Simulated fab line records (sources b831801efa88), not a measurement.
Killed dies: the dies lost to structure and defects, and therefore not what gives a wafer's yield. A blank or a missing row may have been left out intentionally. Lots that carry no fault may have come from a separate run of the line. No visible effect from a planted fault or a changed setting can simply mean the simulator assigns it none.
What tool caused it? || flow gf180mcu || Sampling: 13 lots, 39 wafers, 4 of 602 route steps

## WHAT THE GAUGES SHOWED, per wafer
GF_V5_BOW_MEAS_05. Usual: V5_BOW 135 um, standard deviation 9.8.
{"lot": "L823", "measured": "day 26 04:55", "on": "film-metro-04", "V5_BOW (um)": "154 138 142", "flag": ""}
{"lot": "L824", "measured": "day 26 11:17", "on": "film-metro-03", "V5_BOW (um)": "123 127 126", "flag": ""}
{"lot": "L825", "measured": "day 26 23:16", "on": "film-metro-01", "V5_BOW (um)": "134 145 145", "flag": ""}
{"lot": "L827", "measured": "day 27 18:44", "on": "film-metro-04", "V5_BOW (um)": "127 134 150", "flag": ""}
{"lot": "L829", "measured": "day 28 09:02", "on": "film-metro-04", "V5_BOW (um)": "121 117 124", "flag": ""}
{"lot": "L831", "measured": "day 28 19:26", "on": "film-metro-04", "V5_BOW (um)": "147 120 139", "flag": ""}
{"lot": "L836", "measured": "day 30 09:13", "on": "film-metro-03", "V5_BOW (um)": "138 129 134", "flag": ""}
{"lot": "L839", "measured": "day 31 10:20", "on": "film-metro-04", "V5_BOW (um)": "145 140 158", "flag": ""}
{"lot": "L840", "measured": "day 31 12:05", "on": "film-metro-03", "V5_BOW (um)": "141 141 137", "flag": ""}
{"lot": "L841", "measured": "day 31 17:23", "on": "film-metro-01", "V5_BOW (um)": "129 132 144", "flag": ""}
{"lot": "L843", "measured": "day 32 06:37", "on": "film-metro-01", "V5_BOW (um)": "137 137 136", "flag": ""}
{"lot": "L844", "measured": "day 32 16:49", "on": "film-metro-03", "V5_BOW (um)": "147 147 138", "flag": ""}
{"lot": "L846", "measured": "day 32 20:55", "on": "film-metro-01", "V5_BOW (um)": "130 130 128", "flag": ""}

GF_PASSIVATION_THK_MEAS_03. Usual: PASSIVATION_CVD_02_THK 702 nm, standard deviation 8.6.
{"lot": "L823", "measured": "day 28 00:21", "on": "film-metro-02", "PASSIVATION_CVD_02_THK (nm)": "712 698 707", "flag": ""}
{"lot": "L824", "measured": "day 28 06:29", "on": "film-metro-04", "PASSIVATION_CVD_02_THK (nm)": "707 701 708", "flag": ""}
{"lot": "L825", "measured": "day 28 18:28", "on": "film-metro-04", "PASSIVATION_CVD_02_THK (nm)": "694 705 706", "flag": ""}
{"lot": "L827", "measured": "day 29 10:44", "on": "film-metro-02", "PASSIVATION_CVD_02_THK (nm)": "698 696 708", "flag": ""}
{"lot": "L829", "measured": "day 30 01:55", "on": "film-metro-02", "PASSIVATION_CVD_02_THK (nm)": "700 712 709", "flag": ""}
{"lot": "L831", "measured": "day 30 12:11", "on": "film-metro-03", "PASSIVATION_CVD_02_THK (nm)": "697 703 711", "flag": ""}
{"lot": "L836", "measured": "day 31 23:28", "on": "film-metro-04", "PASSIVATION_CVD_02_THK (nm)": "699 705 706", "flag": ""}
{"lot": "L839", "measured": "day 32 22:25", "on": "film-metro-02", "PASSIVATION_CVD_02_THK (nm)": "714 711 703", "flag": ""}
{"lot": "L840", "measured": "day 33 00:03", "on": "film-metro-02", "PASSIVATION_CVD_02_THK (nm)": "708 717 719", "flag": ""}
{"lot": "L841", "measured": "day 33 05:06", "on": "film-metro-04", "PASSIVATION_CVD_02_THK (nm)": "688 704 695", "flag": ""}
{"lot": "L843", "measured": "day 33 17:15", "on": "film-metro-02", "PASSIVATION_CVD_02_THK (nm)": "688 704 704", "flag": ""}
{"lot": "L844", "measured": "day 34 03:06", "on": "film-metro-03", "PASSIVATION_CVD_02_THK (nm)": "701 697 713", "flag": ""}
{"lot": "L846", "measured": "day 34 07:17", "on": "film-metro-02", "PASSIVATION_CVD_02_THK (nm)": "684 707 702", "flag": ""}

## WHICH TOOL RAN EACH LOT (tool, then ch and the chambers of the sampled wafers, then the start)
{"lot": "L823", "GF_M4_METAL_ETCH_16": "rie-metal-03 ch 0, day 23 05:35", "GF_V5_CMP_04": "cmp-02 ch 1,2,3, day 26 04:37"}
{"lot": "L824", "GF_M4_METAL_ETCH_16": "rie-metal-04 ch 0,1, day 23 14:33", "GF_V5_CMP_04": "cmp-02 ch 0,3, day 26 10:59"}
{"lot": "L825", "GF_M4_METAL_ETCH_16": "rie-metal-03 ch 0,1, day 24 03:26", "GF_V5_CMP_04": "cmp-02 ch 2,3, day 26 22:58"}
{"lot": "L827", "GF_M4_METAL_ETCH_16": "rie-metal-01 ch 0, day 24 21:41", "GF_V5_CMP_04": "cmp-01 ch 0,1,2, day 27 18:32"}
{"lot": "L829", "GF_M4_METAL_ETCH_16": "rie-metal-04 ch 0,1, day 25 14:11", "GF_V5_CMP_04": "cmp-01 ch 0,3, day 28 08:44"}
{"lot": "L831", "GF_M4_METAL_ETCH_16": "rie-metal-04 ch 0,1, day 26 03:04", "GF_V5_CMP_04": "cmp-02 ch 1,2, day 28 19:10"}
{"lot": "L836", "GF_M4_METAL_ETCH_16": "rie-metal-01 ch 0,1, day 27 18:53", "GF_V5_CMP_04": "cmp-01 ch 0,1,3, day 30 08:59"}
{"lot": "L839", "GF_M4_METAL_ETCH_16": "rie-metal-04 ch 0, day 28 22:15", "GF_V5_CMP_04": "cmp-01 ch 2,3, day 31 09:58"}
{"lot": "L840", "GF_M4_METAL_ETCH_16": "rie-metal-01 ch 1, day 28 23:57", "GF_V5_CMP_04": "cmp-01 ch 0,1, day 31 11:47"}
{"lot": "L841", "GF_M4_METAL_ETCH_16": "rie-metal-04 ch 0,1, day 29 06:41", "GF_V5_CMP_04": "cmp-02 ch 0,3, day 31 17:08"}
{"lot": "L843", "GF_M4_METAL_ETCH_16": "rie-metal-01 ch 0,1, day 29 20:56", "GF_V5_CMP_04": "cmp-01 ch 0,2,3, day 32 06:26"}
{"lot": "L844", "GF_M4_METAL_ETCH_16": "rie-metal-04 ch 1, day 30 07:15", "GF_V5_CMP_04": "cmp-01 ch 0,1, day 32 16:34"}
{"lot": "L846", "GF_M4_METAL_ETCH_16": "rie-metal-04 ch 1, day 30 11:17", "GF_V5_CMP_04": "cmp-01 ch 1,2, day 32 20:37"}
- GF_M4_METAL_ETCH_16: etches the open film in Cl2/BCl3, stops on SiO2, target depth 627.5 nm, time 104.6 s.
- GF_V5_CMP_04: polishes SiO2.

## WHAT THE TOOLS THEMSELVES READ (means of the sampled wafers that have a number; where no wafer has one, the mark that the record gives instead)
GF_M4_METAL_ETCH_16. Usual: bias-w 140.0 W, standard deviation 0.37; drypump-motor-current-A 5.41 A, standard deviation 0.19; oes-product-au 0.972 a.u., standard deviation 0.0064; throttle-valve-pct 28.249 %, standard deviation 0.009.
{"lot": "L823", "tool": "rie-metal-03", "bias-w (W)": 140.0, "drypump-motor-current-A (A)": 5.58, "oes-product-au (a.u.)": 0.966, "throttle-valve-pct (%)": 28.256, "flag": ""}
{"lot": "L824", "tool": "rie-metal-04", "bias-w (W)": 139.7, "drypump-motor-current-A (A)": 5.29, "oes-product-au (a.u.)": 0.970, "throttle-valve-pct (%)": 28.259, "flag": ""}
{"lot": "L825", "tool": "rie-metal-03", "bias-w (W)": 139.9, "drypump-motor-current-A (A)": 5.80, "oes-product-au (a.u.)": 0.975, "throttle-valve-pct (%)": 28.247, "flag": ""}
{"lot": "L827", "tool": "rie-metal-01", "bias-w (W)": 140.4, "drypump-motor-current-A (A)": 5.28, "oes-product-au (a.u.)": 0.970, "throttle-valve-pct (%)": 28.247, "flag": ""}
{"lot": "L829", "tool": "rie-metal-04", "bias-w (W)": 140.1, "drypump-motor-current-A (A)": 5.30, "oes-product-au (a.u.)": 0.972, "throttle-valve-pct (%)": 28.242, "flag": ""}
{"lot": "L831", "tool": "rie-metal-04", "bias-w (W)": 140.0, "drypump-motor-current-A (A)": 5.30, "oes-product-au (a.u.)": 0.972, "throttle-valve-pct (%)": 28.248, "flag": ""}
{"lot": "L836", "tool": "rie-metal-01", "bias-w (W)": 140.3, "drypump-motor-current-A (A)": 5.29, "oes-product-au (a.u.)": 0.975, "throttle-valve-pct (%)": 28.244, "flag": ""}
{"lot": "L839", "tool": "rie-metal-04", "bias-w (W)": 140.0, "drypump-motor-current-A (A)": 5.37, "oes-product-au (a.u.)": 0.971, "throttle-valve-pct (%)": 28.251, "flag": ""}
{"lot": "L840", "tool": "rie-metal-01", "bias-w (W)": 140.1, "drypump-motor-current-A (A)": 5.40, "oes-product-au (a.u.)": 0.974, "throttle-valve-pct (%)": 28.246, "flag": ""}
{"lot": "L841", "tool": "rie-metal-04", "bias-w (W)": 139.8, "drypump-motor-current-A (A)": 5.30, "oes-product-au (a.u.)": 0.975, "throttle-valve-pct (%)": 28.246, "flag": ""}
{"lot": "L843", "tool": "rie-metal-01", "bias-w (W)": 140.4, "drypump-motor-current-A (A)": 5.36, "oes-product-au (a.u.)": 0.964, "throttle-valve-pct (%)": 28.254, "flag": ""}
{"lot": "L844", "tool": "rie-metal-04", "bias-w (W)": 140.3, "drypump-motor-current-A (A)": 5.28, "oes-product-au (a.u.)": 0.975, "throttle-valve-pct (%)": 28.259, "flag": ""}
{"lot": "L846", "tool": "rie-metal-04", "bias-w (W)": 140.4, "drypump-motor-current-A (A)": 5.27, "oes-product-au (a.u.)": 0.971, "throttle-valve-pct (%)": 28.251, "flag": ""}

GF_V5_CMP_04. Usual: motor-current-A reads 11.3 A (standard deviation 1.1).
{"lot": "L823", "tool": "cmp-02", "motor-current-A (A)": 10.3, "flag": ""}
{"lot": "L824", "tool": "cmp-02", "motor-current-A (A)": 11.2, "flag": ""}
{"lot": "L825", "tool": "cmp-02", "motor-current-A (A)": 9.3, "flag": ""}
{"lot": "L827", "tool": "cmp-01", "motor-current-A (A)": 11.5, "flag": ""}
{"lot": "L829", "tool": "cmp-01", "motor-current-A (A)": 11.8, "flag": ""}
{"lot": "L831", "tool": "cmp-02", "motor-current-A (A)": 11.1, "flag": ""}
{"lot": "L836", "tool": "cmp-01", "motor-current-A (A)": 10.8, "flag": ""}
{"lot": "L839", "tool": "cmp-01", "motor-current-A (A)": 12.0, "flag": ""}
{"lot": "L840", "tool": "cmp-01", "motor-current-A (A)": 10.5, "flag": ""}
{"lot": "L841", "tool": "cmp-02", "motor-current-A (A)": 10.3, "flag": ""}
{"lot": "L843", "tool": "cmp-01", "motor-current-A (A)": 11.9, "flag": ""}
{"lot": "L844", "tool": "cmp-01", "motor-current-A (A)": 11.3, "flag": ""}
{"lot": "L846", "tool": "cmp-01", "motor-current-A (A)": 10.9, "flag": ""}

## THE ANSWER, worked out from the rows above alone
Rule: lot off if the mean of its wafers having a number is beyond 3 standard deviations from the usual mean. A lot without any number at a reading at which 4 lots or more have one is off too. All remaining lots with rows at the step are treated as sound. Order of review: gauges by route order, followed by the tools' own readings, for which a lot's mean as printed above is used. The first step at which some lot is off is used, and at that step the reading that is off furthest; a lot without a number counts as furthest.
Nothing can be told from this: no lot is off at any reading shown.

## WHAT THE SIMULATOR PUT IN
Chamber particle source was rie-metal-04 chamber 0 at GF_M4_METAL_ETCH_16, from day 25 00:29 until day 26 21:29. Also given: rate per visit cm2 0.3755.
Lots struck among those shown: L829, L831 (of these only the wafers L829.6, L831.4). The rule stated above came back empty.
